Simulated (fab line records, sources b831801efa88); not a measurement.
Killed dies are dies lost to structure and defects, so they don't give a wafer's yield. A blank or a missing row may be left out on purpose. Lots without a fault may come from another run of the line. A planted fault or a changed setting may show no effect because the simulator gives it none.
Which tool did it? | flow sky130 | 15 lots, 45 wafers sampled, at 3 steps of a route of 708

WHAT THE GAUGES READ, wafer by wafer
SKY_VT_ADJUST_HVTP_CD_MEAS_07: target cd 380 nm. Usual: cd_nm 379 nm, standard deviation 3.1.
lot  | measured     | on        | cd_nm (nm)  | flag
L662 | day 6 09:11  | cd_sem-01 | 378 379 379 |
L665 | day 7 01:37  | cd_sem-01 | 378 376 377 |
L666 | day 7 10:18  | cd_sem-02 | 373 373 373 |
L668 | day 7 22:44  | cd_sem-01 | 379 377 379 |
L670 | day 8 14:29  | cd_sem-02 | 378 378 377 |
L671 | day 8 15:37  | cd_sem-02 | 380 380 382 |
L672 | day 8 23:55  | cd_sem-01 | 384 382 383 |
L673 | day 9 06:32  | cd_sem-01 | 380 379 379 |
L674 | day 9 11:52  | cd_sem-01 | 375 377 376 |
L675 | day 9 16:29  | cd_sem-01 | 377 376 379 |
L676 | day 9 22:38  | cd_sem-02 | 380 381 382 |
L677 | day 10 04:31 | cd_sem-02 | 381 381 380 |
L678 | day 10 12:11 | cd_sem-02 | 377 378 380 |
L680 | day 10 23:55 | cd_sem-02 | 383 385 385 |
L684 | day 11 22:22 | cd_sem-02 | 374 375 374 |

SKY_LDD_N_OVL_MEAS_07. Usual: LDD_N_OVL -0.7 nm, standard deviation 1.3.
lot  | measured     | on         | LDD_N_OVL (nm) | flag
L662 | day 18 02:51 | overlay-01 | -0.6 -1.9 -0.2 |
L665 | day 18 22:47 | overlay-01 | 2.2 0.4 0.3    |
L666 | day 19 12:26 | overlay-02 | 0.1 -1.5 -1.1  |
L668 | day 20 08:36 | overlay-01 | -2.8 -0.9 2.0  |
L670 | day 21 03:44 | overlay-02 | -1.5 0.0 0.0   |
L671 | day 21 06:43 | overlay-01 | 1.7 0.9 0.3    |
L672 | day 21 21:02 | overlay-01 | -2.3 -0.7 -0.7 |
L673 | day 22 05:35 | overlay-02 | 0.5 -3.3 -2.6  |
L674 | day 22 16:32 | overlay-01 | 0.3 -0.8 0.2   |
L675 | day 22 23:26 | overlay-01 | -2.1 -0.4 -0.5 |
L676 | day 23 02:56 | overlay-02 | -1.9 -3.5 -2.1 |
L677 | day 23 11:58 | overlay-01 | -0.7 0.0 0.5   |
L678 | day 23 21:08 | overlay-01 | -0.5 -1.9 -2.1 |
L680 | day 24 11:13 | overlay-01 | -2.7 -1.7 -1.0 |
L684 | day 25 16:20 | overlay-02 | -2.0 -0.4 -1.5 |

WHICH TOOL RAN EACH LOT (tool, then ch and the chambers of the sampled wafers, then the start)
lot  | SKY_VT_ADJUST_PCH_DEVELOP_06
L662 | litho_track-02 ch 0, day 10 17:00
L665 | litho_track-02 ch 0, day 11 12:00
L666 | litho_track-03 ch 0, day 11 23:00
L668 | litho_track-01 ch 0, day 12 14:00
L670 | litho_track-03 ch 0, day 13 08:00
L671 | litho_track-03 ch 0, day 13 10:00
L672 | litho_track-02 ch 0, day 13 20:00
L673 | litho_track-02 ch 0, day 14 04:00
L674 | litho_track-03 ch 0, day 14 11:00
L675 | litho_track-03, day 14 16:00
L676 | litho_track-02, day 14 22:00
L677 | litho_track-01, day 15 08:00
L678 | litho_track-02 ch 0, day 15 15:00
L680 | litho_track-02 ch 0, day 16 07:00
L684 | litho_track-03 ch 0, day 17 10:00
- SKY_VT_ADJUST_PCH_DEVELOP_06: develop time 60 s.

WHAT THE TOOLS THEMSELVES READ (means of the sampled wafers that have a number; where no wafer has one, the mark that the record gives instead)
SKY_VT_ADJUST_PCH_DEVELOP_06. Usual: chill_plate_temp_C 22.99 C, standard deviation 0.098; developer_temp_C 23.01 C, standard deviation 0.11.
lot  | tool           | chill_plate_temp_C (C) | developer_temp_C (C) | flag
L662 | litho_track-02 | 23.04                  | 23.08                |
L665 | litho_track-02 | 22.95                  | 23.08                |
L666 | litho_track-03 | 22.99                  | 23.09                |
L668 | litho_track-01 | 23.06                  | 22.98                |
L670 | litho_track-03 | 22.90                  | 23.12                |
L671 | litho_track-03 | 22.97                  | 23.10                |
L672 | litho_track-02 | 22.99                  | 22.90                |
L673 | litho_track-02 | 23.01                  | 23.11                |
L674 | litho_track-03 | 23.09                  | 22.98                |
L675 | litho_track-03 | -                      | -                    | OFF
L676 | litho_track-02 | -                      | -                    | OFF
L677 | litho_track-01 | -                      | -                    | OFF
L678 | litho_track-02 | 23.03                  | 23.02                |
L680 | litho_track-02 | 22.95                  | 23.22                |
L684 | litho_track-03 | 22.93                  | 22.96                |

THE ANSWER, worked out from the rows above alone
Rule: a lot is off if the mean of its wafers that have a number lies more than 3 standard deviations from the usual mean. A lot without any number at a reading at which 4 lots or more have one is off too. The other lots that the step has rows for count as sound. The gauges are gone through in route order, then the tools' own readings, and for those a lot's mean is taken as printed above. The first step at which some lot is off is used, and at that step the reading that is off furthest; a lot without a number counts as furthest.
Off: L675, L676, L677, at SKY_VT_ADJUST_PCH_DEVELOP_06 (chill_plate_temp_C). Without a number there: L675, L676, L677.
A tool fits if, at that step or a process step before it, it ran every lot that is off, and no sound lot after the first of them. None of those tried fits.

WHAT THE SIMULATOR HAD PUT IN
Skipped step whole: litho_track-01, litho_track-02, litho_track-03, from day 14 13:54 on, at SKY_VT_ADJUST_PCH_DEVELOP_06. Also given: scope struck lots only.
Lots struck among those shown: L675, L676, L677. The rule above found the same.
